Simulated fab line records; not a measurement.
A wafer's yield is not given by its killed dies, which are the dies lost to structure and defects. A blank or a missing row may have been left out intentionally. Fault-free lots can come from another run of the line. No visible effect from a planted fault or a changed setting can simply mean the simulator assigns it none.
Code-filled problem report in 8D (eight disciplines) form	flow sky130	the parts of the form that need people (team, actions taken, sign-off) are left out

1. THE ISSUE
Mean of strip time to endpoint s at SKY_POLY_GATE_STRIP_18: 2.75 s across 4 wafers in 3 lots; on wafers with no fault it is 3.17 s (standard deviation 0.042). Relative to the usual mean, that is a shift of -9.9 standard deviations.
The step: strips in O2/N2.
The first sign was on wafer L981.1 at day 17 22:35, on plasma asher-01. At this step, 37 wafers from 13 lots have a number in the record. Rule for "out" (also "out of limits"): further than 4 standard deviations from the usual mean. The rest of the wafers with a number are treated as sound.

2. WHAT THIS IS AND IS NOT
question	is	is not
which readings at this step	strip time to endpoint s	drypump motor current A
which lots	L981, L982, L983	L101, L979, L991, L992, L993, L995, L996, L997, L998, L999
which wafers of those lots	L981.1, L981.6, L982.1, L983.6	L981.2, L982.2, L983.4
read on which tools	plasma asher-01	plasma asher-03, plasma asher-04
when	from day 17 22:35	up to then (4 sound wafers); but 29 sound wafers of L101, L982, L983, L991, L992, L993, L995, L996, L997, L998, L999 came after

3. WHAT RULES OUT EACH SUSPECT
Counting: any tool at a process step up to the reading remains a suspect provided it ran every lot that is out. Sound lots after the first of them don't rule it out here, since some wafers of a struck lot are sound.
- rie si-01 at SKY_POLY_GATE_ETCH_17 (etches poly-Si in HBr/Cl2, stops on SiO2, target depth 180 nm, time 70.5 s): kept. It processed each lot that is out (first: L981, day 17 22:32); up to then, its last sound lot is L979 (day 17 02:50).
- plasma asher-01 at SKY_POLY_GATE_STRIP_18 (strips in O2/N2): kept. It processed each lot that is out (first: L981, day 17 22:35); up to then, its last sound lot is L979 (day 17 02:53). Its own readings are out on those wafers: strip time to endpoint s.
The count leaves plasma asher-01 at SKY_POLY_GATE_STRIP_18 and rie si-01 at SKY_POLY_GATE_ETCH_17.

4. THE CAUSE (what the simulator had put in)
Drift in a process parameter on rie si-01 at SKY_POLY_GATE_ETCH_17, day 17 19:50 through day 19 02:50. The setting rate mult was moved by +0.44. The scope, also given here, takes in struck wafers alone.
2 suspects survive the count, and this tool is in that group.

5. SEQUENCE OF EFFECTS, ordered by route
One row per reading whose mean, taken over the struck wafers that have a number, lies over 3 standard deviations from the usual. Only readings for which the record gives a usual standard deviation are gone through. hours: the time from each lot's start at the first step in this table that gives one to its start at this step, as a median over the lots. sigmas: the change in usual standard deviations.
hours	step	reading	usual	on struck wafers	change	sigmas
0	SKY_POLY_GATE_STRIP_18	oes product au	0.361 a.u.	0.345	-0.016	-3.1
0	SKY_POLY_GATE_STRIP_18	strip time to endpoint s	3.17 s	2.75	-0.42	-9.9
Its process steps:
- SKY_POLY_GATE_STRIP_18: strips in O2/N2.

6. WHAT WOULD HAVE CAUGHT IT SOONER
First out-of-limits reading in this record: day 17 22:35, which is 3 hours after fault onset at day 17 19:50.
Tool readings at SKY_POLY_GATE_ETCH_17 with a usual standard deviation given in the record: none out on any struck wafer, hence no alarm at a limit of 4 standard deviations on them.
L982, L983, from the lots that are out (3), started SKY_POLY_GATE_ETCH_17 on rie si-01 later than day 17 22:35. A hold on the tool at that time would have spared those 2.
